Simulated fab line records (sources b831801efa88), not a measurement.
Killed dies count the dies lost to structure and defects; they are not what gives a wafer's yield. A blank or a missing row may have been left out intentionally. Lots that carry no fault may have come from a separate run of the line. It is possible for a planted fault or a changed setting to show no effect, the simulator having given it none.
fab line records -- flow gf180mcu
[record] lots = 24, wafers = 72, last-day = 34
route steps=602 shown MVSD@76 V1@340 V3@453 M4@458 V4@478
lots untouched by any fault: they come from a run of this same line in which no faults occurred
start-h: hours from the record's first day to the start of the lot's first wafer shown -- wait-h: time in hours since the lot's previous step -- " identical to the entry in the row above -- L1.1+2: a single row standing in for several wafers -- - either no value or no given start -- * or withheld: withheld -- < > ~ a bound
route shown NAME@n: names a module that has steps shown in the file, with the first one's number in the route -- usual: mean/standard deviation taken from wafers without a fault -- same: alike in all rows -- chamber/n: place in a boat -- sites: each site's reading -- _std_site: standard deviation of those values -- _edge_site: outer sites' mean less inner sites' -- radius-mm: for every site, how far away it sits from the centre of the wafer -- mask NAME#n: copy n -- behind: the tool/chamber that last shaped the wafer -- hold: why the lot was held/for how many hours/how that ended -- device: names the non-switching transistor (n, p or np) -- end of line: the same wafers' tests at the end of the route -- a step given without rows: its recipe and nothing more -- killed: at the first sort, the dies lost to defects and structure; wafer yield is something else -- map: the dies of a wafer, with x for killed, . for not killed, _ for no die there
set.NAME: the run value of the setting; set.NAME@STEP: its run value at that earlier step -- model.NAME: the simulator's own value behind a step, which no gauge read
a sample of lots followed through the steps of the route, with each step as a table and each wafer as a row
services: when a tool's chamber went out of use (start-h, in hours from the record's first day, below 0 if earlier), for how many hours, and the reason
[[steps]]
[step GF_MVSD_STRIP_10]
[recipe] chemistry = O2/N2, power-w = 1400, pressure-mtorr = 1500, platen-temp-c = 250, o2-flow-sccm = 3000, n2-flow-sccm = 300, overash-fraction = 0.5
[usual] drypump-motor-current-A = 5.9/0.42, heater-power-w = 337/21, oes-product-au = 0.722/0.0043, platen-temp-c = 250.06/0.18, strip-time-to-endpoint-s = 36.91/0.1
lot.wafer,tool,chamber,start-h,wait-h,drypump-motor-current-A,heater-power-w,oes-product-au,platen-temp-c,rf-hours-counter-h,strip-time-to-endpoint-s
L074.1,plasma-asher-03,0,84.82,0.1,6.2,380,0.724,250.27,44,36.88
L074.2,plasma-asher-03,1,84.82,0.1,5.4,316,0.720,250.44,44,36.91
L074.5,plasma-asher-03,0,84.82,0.1,6.2,388,0.722,250.21,-,36.95
L075.1,plasma-asher-02,1,88.08,0.1,6.3,322,0.723,249.87,29,36.91
L075.4,plasma-asher-02,1,88.08,0.1,6.3,324,0.725,250.09,-,36.98
L075.6,plasma-asher-02,0,88.08,0.1,5.8,325,0.723,250.41,-,36.91
L076.1,plasma-asher-02,1,93.82,0.1,6.3,332,0.723,250.28,30,36.83
L076.3,plasma-asher-02,0,93.82,0.1,5.8,324,0.718,250.22,-,36.87
L076.5,plasma-asher-02,0,93.82,0.1,5.8,329,0.722,250.34,-,36.85
L077.1,plasma-asher-02,0,100.22,0.1,5.8,324,0.721,250.09,31,36.76
L077.2,plasma-asher-02,1,100.22,0.1,6.3,328,0.715,249.97,31,36.77
L077.4,plasma-asher-02,0,100.22,0.1,5.8,322,0.727,249.95,-,36.82
L078.2,plasma-asher-03,0,104.62,0.1,6.2,376,0.726,250.20,46,37.06
L078.3,plasma-asher-03,1,104.62,0.1,5.4,319,0.727,250.02,-,37.02
L078.6,plasma-asher-03,0,104.62,0.1,6.2,380,0.722,250.08,-,37.06
L079.2,plasma-asher-04,1,109.88,0.1,5.3,326,0.713,249.92,43,37.03
L079.4,plasma-asher-04,0,109.88,0.1,6.3,334,0.714,250.32,-,37.00
L079.6,plasma-asher-04,1,109.88,0.1,5.3,329,0.723,250.31,-,36.91
L080.1,plasma-asher-04,1,117.08,0.1,5.3,323,0.727,249.94,44,36.81
L080.3,plasma-asher-04,1,117.08,0.1,5.3,332,0.723,249.96,-,36.85
L080.5,plasma-asher-04,0,117.08,0.1,6.3,351,0.718,249.96,-,36.82
L081.1,plasma-asher-04,1,122.97,0.1,5.3,335,0.714,250.26,44,36.84
L081.2,plasma-asher-04,0,122.97,0.1,6.2,343,0.718,250.04,44,36.83
L081.5,plasma-asher-04,0,122.97,0.1,6.2,344,0.730,250.13,-,36.85
L082.1,plasma-asher-04,0,129.57,0.1,6.2,343,0.719,249.89,45,37.18
L082.5,plasma-asher-04,0,129.57,0.1,6.3,344,0.720,249.94,-,37.12
L082.6,plasma-asher-04,1,129.57,0.1,5.3,325,0.734,250.05,-,37.19
L083.2,plasma-asher-03,0,134.40,0.1,6.2,387,0.715,250.15,50,36.96
L083.3,plasma-asher-03,1,134.40,0.1,5.4,316,0.725,249.92,-,37.03
L083.6,plasma-asher-03,0,134.40,0.1,6.2,367,0.726,250.04,-,37.06
L084.2,plasma-asher-04,1,141.70,0.1,5.3,329,0.717,250.46,46,36.89
L084.4,plasma-asher-04,1,141.70,0.1,5.3,331,0.722,250.34,-,36.90
L084.6,plasma-asher-04,1,141.70,0.1,5.3,326,0.717,250.39,-,36.92
L085.4,plasma-asher-04,1,146.41,0.1,5.3,331,0.728,249.85,-,36.85
L085.5,plasma-asher-04,1,146.41,0.1,5.3,324,0.720,249.91,-,36.83
L085.6,plasma-asher-04,0,146.41,0.1,6.2,345,0.726,250.23,-,36.98
L086.2,plasma-asher-03,0,152.43,0.1,6.2,376,0.726,250.37,52,36.81
L086.4,plasma-asher-03,0,152.43,0.1,6.2,377,0.723,249.90,-,36.75
L086.5,plasma-asher-03,1,152.43,0.1,5.4,316,0.720,249.92,-,36.78
L087.1,plasma-asher-03,0,156.57,0.1,6.2,369,0.720,250.23,53,36.90
L087.4,plasma-asher-03,1,156.57,0.1,5.4,313,0.728,250.05,-,36.88
L087.6,plasma-asher-03,0,156.57,0.1,6.2,377,0.723,250.05,-,37.00
L088.2,plasma-asher-04,0,164.25,0.1,6.2,334,0.721,250.25,49,36.82
L088.4,plasma-asher-04,0,164.25,0.1,6.3,344,0.720,249.99,-,36.74
L088.6,plasma-asher-04,0,164.25,0.1,6.3,348,0.728,250.29,-,36.87
L089.1,plasma-asher-02,0,168.70,0.1,5.8,320,0.730,249.88,35,36.96
L089.3,plasma-asher-02,0,168.70,0.1,5.8,325,0.719,250.09,-,37.00
L089.4,plasma-asher-02,1,168.70,0.1,6.3,330,0.718,249.83,-,36.83
L090.1,plasma-asher-04,1,175.47,0.1,5.3,332,0.723,250.10,50,36.91
L090.3,plasma-asher-04,0,175.47,0.1,6.3,345,0.719,250.07,-,36.90
L090.6,plasma-asher-04,0,175.47,0.1,6.3,335,0.721,250.29,-,36.98
L091.1,plasma-asher-03,1,179.35,0.1,5.4,313,0.727,250.23,55,36.85
L091.2,plasma-asher-03,0,179.35,0.1,6.2,381,0.726,250.35,55,36.87
L091.3,plasma-asher-03,1,179.35,0.1,5.4,323,0.722,250.13,-,36.71
L092.2,plasma-asher-04,0,190.38,0.1,6.2,347,0.719,250.03,52,36.90
L092.3,plasma-asher-04,0,190.38,0.1,6.2,336,0.717,250.30,-,36.67
L092.6,plasma-asher-04,1,190.38,0.1,5.3,320,0.716,249.96,-,36.88
L093.3,plasma-asher-02,1,196.04,0.1,6.2,334,0.726,249.95,-,36.89
L093.5,plasma-asher-02,1,196.04,0.1,6.3,326,0.723,250.28,-,36.98
L093.6,plasma-asher-02,0,196.04,0.1,5.8,328,0.721,250.05,-,36.92
L094.4,plasma-asher-03,0,199.29,0.1,6.2,377,0.712,249.76,-,36.81
L094.5,plasma-asher-03,1,199.29,0.1,5.4,317,0.722,250.01,-,36.77
L094.6,plasma-asher-03,0,199.29,0.1,6.2,381,0.722,249.88,-,36.86
L095.1,plasma-asher-04,1,206.33,0.1,5.3,323,0.715,250.15,53,37.16
L095.3,plasma-asher-04,1,206.33,0.1,5.3,328,0.721,250.18,-,37.00
L095.4,plasma-asher-04,0,206.33,0.1,6.2,343,0.719,249.86,-,36.96
L096.1,plasma-asher-02,1,212.57,0.1,6.3,335,0.715,249.85,39,36.84
L096.3,plasma-asher-02,1,212.57,0.1,6.3,337,0.721,250.17,-,36.81
L096.6,plasma-asher-02,1,212.57,0.1,6.3,329,0.723,249.92,-,36.90
L097.2,plasma-asher-03,0,218.82,0.1,6.2,373,0.722,249.83,60,36.96
L097.3,plasma-asher-03,0,218.82,0.1,6.2,377,0.721,249.67,-,36.94
L097.6,plasma-asher-03,1,218.82,0.1,5.3,304,0.723,249.93,-,37.10
[step GF_V1_BOW_MEAS_05]
[recipe] mode = bow
[usual] V1_BOW = 84/7.7
lot.wafer,tool,chamber,start-h,wait-h,V1_BOW[um]
L074.1,film-metro-02,-,389.17,0.2,89
L074.2,film-metro-02,-,389.17,0.2,89
L074.5,film-metro-02,-,389.17,0.2,88
L075.1,film-metro-02,-,394.13,0.2,75
L075.4,film-metro-02,-,394.13,0.2,82
L075.6,film-metro-02,-,394.13,0.2,74
L076.1,film-metro-01,-,402.59,0.2,104
L076.3,film-metro-01,-,402.59,0.2,94
L076.5,film-metro-01,-,402.59,0.2,88
L077.1,film-metro-03,-,413.56,0.2,80
L077.2,film-metro-03,-,413.56,0.2,69
L077.4,film-metro-03,-,413.56,0.2,78
L078.2,film-metro-02,-,422.79,0.2,89
L078.3,film-metro-02,-,422.79,0.2,86
L078.6,film-metro-02,-,422.79,0.2,98
L079.2,film-metro-02,-,434.39,0.2,91
L079.4,film-metro-02,-,434.39,0.2,83
L079.6,film-metro-02,-,434.39,0.2,86
L080.1,film-metro-02,-,447.53,0.2,89
L080.3,film-metro-02,-,447.53,0.2,89
L080.5,film-metro-02,-,447.53,0.2,96
L081.1,film-metro-03,-,450.09,0.2,76
L081.2,film-metro-03,-,450.09,0.2,82
L081.5,film-metro-03,-,450.09,0.2,95
L082.1,film-metro-02,-,464.28,0.1,90
L082.5,film-metro-02,-,464.28,0.1,81
L082.6,film-metro-02,-,464.28,0.1,87
L083.2,film-metro-03,-,474.17,0.2,84
L083.3,film-metro-03,-,474.17,0.2,73
L083.6,film-metro-03,-,474.17,0.2,76
L084.2,film-metro-03,-,479.78,0.2,100
L084.4,film-metro-03,-,479.78,0.2,75
L084.6,film-metro-03,-,479.78,0.2,85
L085.4,film-metro-03,-,489.86,0.3,79
L085.5,film-metro-03,-,489.86,0.3,85
L085.6,film-metro-03,-,489.86,0.3,85
L086.2,film-metro-02,-,497.90,0.1,79
L086.4,film-metro-02,-,497.90,0.1,80
L086.5,film-metro-02,-,497.90,0.1,70
L087.1,film-metro-03,-,501.18,0.2,98
L087.4,film-metro-03,-,501.18,0.2,99
L087.6,film-metro-03,-,501.18,0.2,82
L088.2,film-metro-02,-,515.48,0.2,80
L088.4,film-metro-02,-,515.48,0.2,84
L088.6,film-metro-02,-,515.48,0.2,82
L089.1,film-metro-02,-,522.08,0.1,82
L089.3,film-metro-02,-,522.08,0.1,79
L089.4,film-metro-02,-,522.08,0.1,77
L090.1,film-metro-02,-,533.62,0.2,97
L090.3,film-metro-02,-,533.62,0.2,76
L090.6,film-metro-02,-,533.62,0.2,83
L091.1,film-metro-02,-,536.67,0.2,81
L091.2,film-metro-02,-,536.67,0.2,85
L091.3,film-metro-02,-,536.67,0.2,91
L092.2,film-metro-01,-,550.94,0.1,81
L092.3,film-metro-01,-,550.94,0.1,90
L092.6,film-metro-01,-,550.94,0.1,80
L093.3,film-metro-02,-,554.41,0.2,85
L093.5,film-metro-02,-,554.41,0.2,86
L093.6,film-metro-02,-,554.41,0.2,71
L094.4,film-metro-02,-,564.95,0.3,78
L094.5,film-metro-02,-,564.95,0.3,85
L094.6,film-metro-02,-,564.95,0.3,80
L095.1,film-metro-02,-,569.65,0.2,82
L095.3,film-metro-02,-,569.65,0.2,74
L095.4,film-metro-02,-,569.65,0.2,84
L096.1,film-metro-02,-,578.92,0.1,87
L096.3,film-metro-02,-,578.92,0.1,76
L096.6,film-metro-02,-,578.92,0.1,75
L097.2,film-metro-01,-,587.07,0.3,74
L097.3,film-metro-01,-,587.07,0.3,78
L097.6,film-metro-01,-,587.07,0.3,92
[step GF_V1_CVD_23]
[recipe] material = W, target-thk-nm = 350, time-s = 105.05, temp-c = 400, pressure-torr = 40
[usual] heater-power-w = 888/53
lot.wafer,tool,chamber,start-h,wait-h,heater-power-w
L074.1,cvd-w-01,1,413.01,0.0,852
L074.2,cvd-w-01,0,413.01,0.0,997
L074.5,cvd-w-01,0,413.01,0.0,1011
L075.1,cvd-w-01,1,418.93,0.0,866
L075.4,cvd-w-01,0,418.93,0.0,990
L075.6,cvd-w-01,0,418.93,0.0,1012
L076.1,cvd-w-02,1,427.13,0.0,850
L076.3,cvd-w-02,0,427.13,0.0,878
L076.5,cvd-w-02,1,427.13,0.0,852
L077.1,cvd-w-02,0,438.90,0.0,866
L077.2,cvd-w-02,1,438.90,0.0,845
L077.4,cvd-w-02,0,438.90,0.0,839
L078.2,cvd-w-01,0,448.20,0.0,971
L078.3,cvd-w-01,1,448.20,0.0,857
L078.6,cvd-w-01,1,448.20,0.0,853
L079.2,cvd-w-02,1,458.03,0.0,860
L079.4,cvd-w-02,1,458.03,0.0,827
L079.6,cvd-w-02,0,458.03,0.0,857
L080.1,cvd-w-01,0,473.01,0.0,997
L080.3,cvd-w-01,1,473.01,0.0,871
L080.5,cvd-w-01,1,473.01,0.0,864
L081.1,cvd-w-02,1,475.67,0.0,855
L081.2,cvd-w-02,0,475.67,0.0,882
L081.5,cvd-w-02,1,475.67,0.0,853
L082.1,cvd-w-02,0,489.11,0.0,900
L082.5,cvd-w-02,0,489.11,0.0,852
L082.6,cvd-w-02,1,489.11,0.0,839
L083.2,cvd-w-02,0,499.00,0.0,885
L083.3,cvd-w-02,1,499.00,0.0,835
L083.6,cvd-w-02,1,499.00,0.0,841
L084.2,cvd-w-01,0,505.00,0.0,981
L084.4,cvd-w-01,0,505.00,0.0,989
L084.6,cvd-w-01,1,505.00,0.0,870
L085.4,cvd-w-02,1,514.02,0.1,871
L085.5,cvd-w-02,1,514.02,0.1,843
L085.6,cvd-w-02,0,514.02,0.1,890
L086.2,cvd-w-01,1,522.01,0.0,878
L086.4,cvd-w-01,1,522.01,0.0,879
L086.5,cvd-w-01,0,522.01,0.0,993
L087.1,cvd-w-02,0,525.50,0.0,862
L087.4,cvd-w-02,1,525.50,0.0,862
L087.6,cvd-w-02,1,525.50,0.0,823
L088.2,cvd-w-02,1,539.50,0.0,854
L088.4,cvd-w-02,1,539.50,0.0,850
L088.6,cvd-w-02,1,539.50,0.0,847
L089.1,cvd-w-02,0,544.79,0.0,876
L089.3,cvd-w-02,1,544.79,0.0,874
L089.4,cvd-w-02,0,544.79,0.0,897
L090.1,cvd-w-02,0,556.54,0.0,885
L090.3,cvd-w-02,0,556.54,0.0,870
L090.6,cvd-w-02,0,556.54,0.0,868
L091.1,cvd-w-02,0,559.66,0.0,877
L091.2,cvd-w-02,1,559.66,0.0,833
L091.3,cvd-w-02,1,559.66,0.0,855
L092.2,cvd-w-01,1,574.23,0.0,867
L092.3,cvd-w-01,1,574.23,0.0,874
L092.6,cvd-w-01,0,574.23,0.0,1019
L093.3,cvd-w-02,0,576.83,0.1,902
L093.5,cvd-w-02,0,576.83,0.1,869
L093.6,cvd-w-02,1,576.83,0.1,838
L094.4,cvd-w-01,1,586.03,0.1,893
L094.5,cvd-w-01,0,586.03,0.1,982
L094.6,cvd-w-01,1,586.03,0.1,872
L095.1,cvd-w-01,1,591.80,0.0,871
L095.3,cvd-w-01,0,591.80,0.0,994
L095.4,cvd-w-01,1,591.80,0.0,927
L096.1,cvd-w-02,1,601.65,0.0,853
L096.3,cvd-w-02,1,601.65,0.0,838
L096.6,cvd-w-02,0,601.65,0.0,901
L097.2,cvd-w-02,1,608.61,0.0,862
L097.3,cvd-w-02,1,608.61,0.0,855
L097.6,cvd-w-02,1,608.61,0.0,879
[step GF_V3_RS_MEAS_24]
[recipe] thk-meas-gauge = four-point-probe, reads = W_of_V3_CVD_23+TiN_of_V3_SPUTTER_22+Ti_of_V3_SPUTTER_21
[usual] V3_W_RS = 0.327/0.0037
lot.wafer,tool,chamber,start-h,wait-h,V3_W_RS[ohm/sq]
L074.1,film-metro-01,-,516.47,0.1,0.325
L074.2,film-metro-01,-,516.47,0.1,0.329
L074.5,film-metro-01,-,516.47,0.1,0.322
L075.1,film-metro-02,-,526.00,0.1,0.332
L075.4,film-metro-02,-,526.00,0.1,0.330
L075.6,film-metro-02,-,526.00,0.1,0.328
L076.1,film-metro-03,-,529.74,0.1,0.334
L076.3,film-metro-03,-,529.74,0.1,0.333
L076.5,film-metro-03,-,529.74,0.1,0.333
L077.1,film-metro-02,-,541.16,0.1,0.320
L077.2,film-metro-02,-,541.16,0.1,0.323
L077.4,film-metro-02,-,541.16,0.1,0.323
L078.2,film-metro-02,-,549.01,0.1,0.330
L078.3,film-metro-02,-,549.01,0.1,0.331
L078.6,film-metro-02,-,549.01,0.1,0.325
L079.2,film-metro-02,-,557.06,0.1,0.329
L079.4,film-metro-02,-,557.06,0.1,0.323
L079.6,film-metro-02,-,557.06,0.1,0.325
L080.1,film-metro-01,-,571.59,0.1,0.331
L080.3,film-metro-01,-,571.59,0.1,0.329
L080.5,film-metro-01,-,571.59,0.1,0.331
L081.1,film-metro-02,-,575.34,0.1,0.327
L081.2,film-metro-02,-,575.34,0.1,0.325
L081.5,film-metro-02,-,575.34,0.1,0.326
L082.1,film-metro-02,-,584.86,0.1,0.319
L082.5,film-metro-02,-,584.86,0.1,0.327
L082.6,film-metro-02,-,584.86,0.1,0.323
L083.2,film-metro-03,-,597.76,0.1,0.319
L083.3,film-metro-03,-,597.76,0.1,0.320
L083.6,film-metro-03,-,597.76,0.1,0.331
L084.2,film-metro-02,-,601.41,0.1,0.335
L084.4,film-metro-02,-,601.41,0.1,0.327
L084.6,film-metro-02,-,601.41,0.1,0.330
L085.4,film-metro-01,-,606.88,0.1,0.334
L085.5,film-metro-01,-,606.88,0.1,0.332
L085.6,film-metro-01,-,606.88,0.1,0.330
L086.2,film-metro-03,-,616.76,0.1,0.327
L086.4,film-metro-03,-,616.76,0.1,0.325
L086.5,film-metro-03,-,616.76,0.1,0.327
L087.1,film-metro-02,-,620.61,0.1,0.333
L087.4,film-metro-02,-,620.61,0.1,0.326
L087.6,film-metro-02,-,620.61,0.1,0.325
L088.2,film-metro-01,-,630.06,0.1,0.322
L088.4,film-metro-01,-,630.06,0.1,0.330
L088.6,film-metro-01,-,630.06,0.1,0.330
L089.1,film-metro-01,-,635.35,0.1,0.324
L089.3,film-metro-01,-,635.35,0.1,0.326
L089.4,film-metro-01,-,635.35,0.1,0.329
L090.1,film-metro-03,-,647.71,0.1,0.325
L090.3,film-metro-03,-,647.71,0.1,0.328
L090.6,film-metro-03,-,647.71,0.1,0.327
L091.1,film-metro-02,-,649.89,0.1,0.326
L091.2,film-metro-02,-,649.89,0.1,0.331
L091.3,film-metro-02,-,649.89,0.1,0.325
L092.2,film-metro-02,-,667.78,0.1,0.332
L092.3,film-metro-02,-,667.78,0.1,0.325
L092.6,film-metro-02,-,667.78,0.1,0.329
L093.3,film-metro-03,-,667.80,0.1,0.323
L093.5,film-metro-03,-,667.80,0.1,0.322
L093.6,film-metro-03,-,667.80,0.1,0.324
L094.4,film-metro-02,-,672.52,0.1,0.328
L094.5,film-metro-02,-,672.52,0.1,0.326
L094.6,film-metro-02,-,672.52,0.1,0.327
L095.1,film-metro-02,-,678.47,0.1,0.327
L095.3,film-metro-02,-,678.47,0.1,0.324
L095.4,film-metro-02,-,678.47,0.1,0.328
L096.1,film-metro-03,-,687.17,0.1,0.327
L096.3,film-metro-03,-,687.17,0.1,0.332
L096.6,film-metro-03,-,687.17,0.1,0.329
L097.2,film-metro-02,-,694.01,0.1,0.331
L097.3,film-metro-02,-,694.01,0.1,0.333
L097.6,film-metro-02,-,694.01,0.1,0.331
[step GF_M4_SPUTTER_02]
[recipe] material = AlCu, target-thk-nm = 450, power-w = 10600, time-s = 23.9, chamber-pressure-pa = 0.4
[usual] throttle-valve-pct = 30.0/1.2
lot.wafer,tool,chamber,start-h,wait-h,throttle-valve-pct
L074.1,pvd-sputter-01,-,517.08,0.0,29.4
L074.2,pvd-sputter-01,-,517.08,0.0,29.1
L074.5,pvd-sputter-01,-,517.08,0.0,28.5
L075.1,pvd-sputter-02,-,526.61,0.0,31.4
L075.4,pvd-sputter-02,-,526.61,0.0,29.0
L075.6,pvd-sputter-02,-,526.61,0.0,31.2
L076.1,pvd-sputter-02,-,530.35,0.0,29.0
L076.3,pvd-sputter-02,-,530.35,0.0,31.5
L076.5,pvd-sputter-02,-,530.35,0.0,31.2
L077.1,pvd-sputter-04,-,541.77,0.0,31.1
L077.2,pvd-sputter-04,-,541.77,0.0,28.0
L077.4,pvd-sputter-04,-,541.77,0.0,30.7
L078.2,pvd-sputter-01,-,549.60,0.0,29.4
L078.3,pvd-sputter-01,-,549.60,0.0,28.6
L078.6,pvd-sputter-01,-,549.60,0.0,30.9
L079.2,pvd-sputter-01,-,557.65,0.0,29.1
L079.4,pvd-sputter-01,-,557.65,0.0,30.6
L079.6,pvd-sputter-01,-,557.65,0.0,28.7
L080.1,pvd-sputter-04,-,572.20,0.0,31.6
L080.3,pvd-sputter-04,-,572.20,0.0,28.1
L080.5,pvd-sputter-04,-,572.20,0.0,27.9
L081.1,pvd-sputter-02,-,577.42,0.0,30.5
L081.2,pvd-sputter-02,-,577.42,0.0,31.5
L081.5,pvd-sputter-02,-,577.42,0.0,29.0
L082.1,pvd-sputter-04,-,585.47,0.0,31.3
L082.5,pvd-sputter-04,-,585.47,0.0,31.1
L082.6,pvd-sputter-04,-,585.47,0.0,28.3
L083.2,pvd-sputter-01,-,598.42,0.0,28.4
L083.3,pvd-sputter-01,-,598.42,0.0,29.1
L083.6,pvd-sputter-01,-,598.42,0.0,29.4
L084.2,pvd-sputter-04,-,602.00,0.0,28.0
L084.4,pvd-sputter-04,-,602.00,0.0,31.2
L084.6,pvd-sputter-04,-,602.00,0.0,31.7
L085.4,pvd-sputter-04,-,607.43,0.0,31.2
L085.5,pvd-sputter-04,-,607.43,0.0,31.8
L085.6,pvd-sputter-04,-,607.43,0.0,27.8
L086.2,pvd-sputter-01,-,617.35,0.0,29.3
L086.4,pvd-sputter-01,-,617.35,0.0,29.1
L086.5,pvd-sputter-01,-,617.35,0.0,29.3
L087.1,pvd-sputter-01,-,621.22,0.0,29.3
L087.4,pvd-sputter-01,-,621.22,0.0,29.4
L087.6,pvd-sputter-01,-,621.22,0.0,30.4
L088.2,pvd-sputter-01,-,630.66,0.0,30.4
L088.4,pvd-sputter-01,-,630.66,0.0,30.4
L088.6,pvd-sputter-01,-,630.66,0.0,28.5
L089.1,pvd-sputter-01,-,635.96,0.0,30.4
L089.3,pvd-sputter-01,-,635.96,0.0,28.2
L089.4,pvd-sputter-01,-,635.96,0.0,29.3
L090.1,pvd-sputter-04,-,648.32,0.0,28.2
L090.3,pvd-sputter-04,-,648.32,0.0,30.7
L090.6,pvd-sputter-04,-,648.32,0.0,28.0
L091.1,pvd-sputter-01,-,650.50,0.0,29.4
L091.2,pvd-sputter-01,-,650.50,0.0,29.5
L091.3,pvd-sputter-01,-,650.50,0.0,31.0
L092.2,pvd-sputter-02,-,668.37,0.0,31.0
L092.3,pvd-sputter-02,-,668.37,0.0,29.2
L092.6,pvd-sputter-02,-,668.37,0.0,30.8
L093.3,pvd-sputter-04,-,668.37,0.0,31.6
L093.5,pvd-sputter-04,-,668.37,0.0,28.0
L093.6,pvd-sputter-04,-,668.37,0.0,31.2
L094.4,pvd-sputter-04,-,673.07,0.0,31.0
L094.5,pvd-sputter-04,-,673.07,0.0,31.5
L094.6,pvd-sputter-04,-,673.07,0.0,28.1
L095.1,pvd-sputter-04,-,679.09,0.0,31.2
L095.3,pvd-sputter-04,-,679.09,0.0,31.7
L095.4,pvd-sputter-04,-,679.09,0.0,30.6
L096.1,pvd-sputter-02,-,687.78,0.0,31.0
L096.3,pvd-sputter-02,-,687.78,0.0,31.6
L096.6,pvd-sputter-02,-,687.78,0.0,29.0
L097.2,pvd-sputter-02,-,694.60,0.0,31.4
L097.3,pvd-sputter-02,-,694.60,0.0,31.0
L097.6,pvd-sputter-02,-,694.60,0.0,30.8
[step GF_V4_CVD_02]
[recipe] material = SiO2, target-thk-nm = 850, precursor = TEOS, temp-c = 400, time-s = 94.851, rf-w = 600
[usual] heater-power-w = 652/100
lot.wafer,tool,chamber,start-h,wait-h,heater-power-w
L074.1,pecvd-02,2,541.00,0.1,677
L074.2,pecvd-02,1,541.00,0.1,809
L074.5,pecvd-02,1,541.00,0.1,827
L075.1,pecvd-02,2,550.38,0.1,701
L075.4,pecvd-02,0,550.38,0.1,468
L075.6,pecvd-02,1,550.38,0.1,780
L076.1,pecvd-04,0,553.25,0.1,641
L076.3,pecvd-04,1,553.25,0.1,459
L076.5,pecvd-04,2,553.25,0.1,731
L077.1,pecvd-04,2,565.17,0.1,652
L077.2,pecvd-04,0,565.17,0.1,684
L077.4,pecvd-04,1,565.17,0.1,507
L078.2,pecvd-01,2,572.72,0.0,756
L078.3,pecvd-01,0,572.72,0.0,731
L078.6,pecvd-01,1,572.72,0.0,685
L079.2,pecvd-04,0,581.24,0.0,644
L079.4,pecvd-04,1,581.24,0.0,518
L079.6,pecvd-04,0,581.24,0.0,691
L080.1,pecvd-04,1,594.43,0.1,438
L080.3,pecvd-04,2,594.43,0.1,685
L080.5,pecvd-04,1,594.43,0.1,475
L081.1,pecvd-04,0,599.59,0.1,667
L081.2,pecvd-04,2,599.59,0.1,743
L081.5,pecvd-04,0,599.59,0.1,713
L082.1,pecvd-01,1,607.57,0.1,659
L082.5,pecvd-01,0,607.57,0.1,735
L082.6,pecvd-01,2,607.57,0.1,678
L083.2,pecvd-01,2,619.72,0.0,684
L083.3,pecvd-01,1,619.72,0.0,786
L083.6,pecvd-01,2,619.72,0.0,711
L084.2,pecvd-01,1,623.68,0.0,664
L084.4,pecvd-01,2,623.68,0.0,729
L084.6,pecvd-01,1,623.68,0.0,725
L085.4,pecvd-01,2,628.96,0.1,734
L085.5,pecvd-01,0,628.96,0.1,762
L085.6,pecvd-01,1,628.96,0.1,751
L086.2,pecvd-02,2,638.26,0.0,647
L086.4,pecvd-02,0,638.26,0.0,468
L086.5,pecvd-02,2,638.26,0.0,687
L087.1,pecvd-04,1,641.56,0.1,418
L087.4,pecvd-04,2,641.56,0.1,680
L087.6,pecvd-04,1,641.56,0.1,474
L088.2,pecvd-01,0,651.11,0.0,667
L088.4,pecvd-01,0,651.11,0.0,742
L088.6,pecvd-01,1,651.11,0.0,795
L089.1,pecvd-04,1,657.09,0.1,488
L089.3,pecvd-04,2,657.09,0.1,719
L089.4,pecvd-04,2,657.09,0.1,717
L090.1,pecvd-04,2,668.88,0.1,679
L090.3,pecvd-04,1,668.88,0.1,499
L090.6,pecvd-04,1,668.88,0.1,521
L091.1,pecvd-04,2,670.50,0.1,736
L091.2,pecvd-04,1,670.50,0.1,531
L091.3,pecvd-04,0,670.50,0.1,617
L092.2,pecvd-04,1,687.97,0.0,424
L092.3,pecvd-04,2,687.97,0.0,715
L092.6,pecvd-04,1,687.97,0.0,463
L093.3,pecvd-01,0,688.39,0.0,704
L093.5,pecvd-01,0,688.39,0.0,726
L093.6,pecvd-01,2,688.39,0.0,664
L094.4,pecvd-02,0,692.85,0.1,589
L094.5,pecvd-02,2,692.85,0.1,582
L094.6,pecvd-02,1,692.85,0.1,825
L095.1,pecvd-01,1,699.26,0.1,701
L095.3,pecvd-01,0,699.26,0.1,718
L095.4,pecvd-01,2,699.26,0.1,577
L096.1,pecvd-04,0,707.62,0.1,609
L096.3,pecvd-04,2,707.62,0.1,631
L096.6,pecvd-04,2,707.62,0.1,689
L097.2,pecvd-01,2,713.65,0.0,649
L097.3,pecvd-01,1,713.65,0.0,738
L097.6,pecvd-01,0,713.65,0.0,708
[[services]]
tool,chamber,start-h,hours,kind
cvd-w-02,-,66.16,0.5,repair
cvd-w-02,1,75.92,8.7,repair
plasma-asher-04,-,118.19,1.5,repair
pecvd-04,-,126.78,0.7,repair
pecvd-04,-,160.62,14.0,pm
cvd-w-02,-,168.92,1.7,repair
cvd-w-02,0,237.50,10.5,repair
cvd-w-02,-,263.67,2.8,pm
cvd-w-02,-,266.42,14.6,pm
cvd-w-02,-,299.34,28.1,pm
plasma-asher-04,-,373.39,0.7,repair
cvd-w-02,-,390.00,14.0,pm
cvd-w-02,0,393.82,4.5,repair
pecvd-04,-,403.21,1.8,repair
plasma-asher-04,-,421.25,9.0,pm
cvd-w-02,-,481.81,6.9,pm
cvd-w-02,-,497.44,0.7,repair
cvd-w-02,0,503.85,4.3,repair
pecvd-04,-,505.41,1.0,repair
plasma-asher-04,-,550.29,3.8,repair
pecvd-04,-,559.26,2.8,pm
pecvd-04,2,624.53,10.9,repair
pecvd-04,-,628.55,1.0,repair
cvd-w-02,-,639.78,1.5,repair
[[key]]
fault none
